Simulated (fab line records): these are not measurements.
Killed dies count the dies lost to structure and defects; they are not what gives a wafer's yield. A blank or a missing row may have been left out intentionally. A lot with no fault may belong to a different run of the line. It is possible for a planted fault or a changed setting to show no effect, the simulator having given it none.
Code-filled problem report in 8D (eight disciplines) form | flow sky130 | the parts of the form that need people (team, actions taken, sign-off) are left out

== 1. THE PROBLEM ==
Wafers without a fault read 20.000, standard deviation 0.0061; beam energy keV at SKY_LDD_HVP_IMPLANT_08 reads a mean of 20.511 on 6 wafers belonging to 2 lots. Relative to the usual mean, that is a shift of +84 standard deviations.
First seen on wafer L556.2, day 26 05:21, on implanter-02. The record has a number at this step for 39 wafers belonging to 13 lots. Rule for "out", or "out of limits": more than 4 standard deviations from the usual mean. Any other wafer with a number is counted as sound.

== 2. WHAT THIS IS AND IS NOT ==
question                    | is                     | is not
which readings at this step | beam energy keV        | -
which lots                  | L556, L559             | L546, L547, L548, L554, L555, L560, L562, L564, L565, L566, L567
which wafers of those lots  | all that have a number | -
read on which tools         | implanter-02           | implanter-03, implanter-04
when                        | from day 26 05:21      | up to then (15 sound wafers); but 18 sound wafers of L560, L562, L564, L565, L566, L567 came after

== 3. THE SUSPECTS, EACH WITH WHAT RULES IT OUT ==
Counting: any tool at a process step up to the reading is kept as a suspect provided that every lot that is out went through it and no sound lot did after the first of them.
- plasma asher-01 at SKY_POLY_GATE_STRIP_18 (strips in O2/N2): ruled out as a lasting fault. The sound lots L560, L564, L565, L567 went through it after L556, its earliest lot that is out (day 21 00:32).
- implanter-02 at SKY_LDD_HVP_IMPLANT_08: kept. It ran every lot that is out, first L556 (day 26 05:21), and no sound lot after that; its last sound lot up to then is L554 (day 25 00:39). Out on those wafers are its own readings of beam energy keV.
Remaining after the count: implanter-02 at SKY_LDD_HVP_IMPLANT_08.

== 4. THE CAUSE (what the simulator had put in) ==
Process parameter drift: implanter-02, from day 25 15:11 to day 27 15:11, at SKY_LDD_HVP_IMPLANT_08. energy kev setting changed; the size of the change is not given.
This tool alone remained once counting was done.

== 5. SEQUENCE OF EFFECTS, ordered by route ==
One row per reading whose mean, taken over the struck wafers that have a number, lies over 3 standard deviations from the usual. Only readings for which the record gives a usual standard deviation are gone through. hours: the time from each lot's start at the first step in this table that gives one to its start at this step, as a median over the lots. sigmas: the change in usual standard deviations.
hours | step                   | reading         | usual  | on struck wafers | change | sigmas
0     | SKY_LDD_HVP_IMPLANT_08 | beam energy keV | 20.000 | 20.511           | +0.511 | +84
It contains these process steps:
- SKY_LDD_HVP_IMPLANT_08

== 6. WHAT WOULD HAVE CAUGHT IT SOONER ==
14 hours passed between the start of the fault at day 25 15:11 and the first reading out of limits in this record, taken at day 26 05:21.
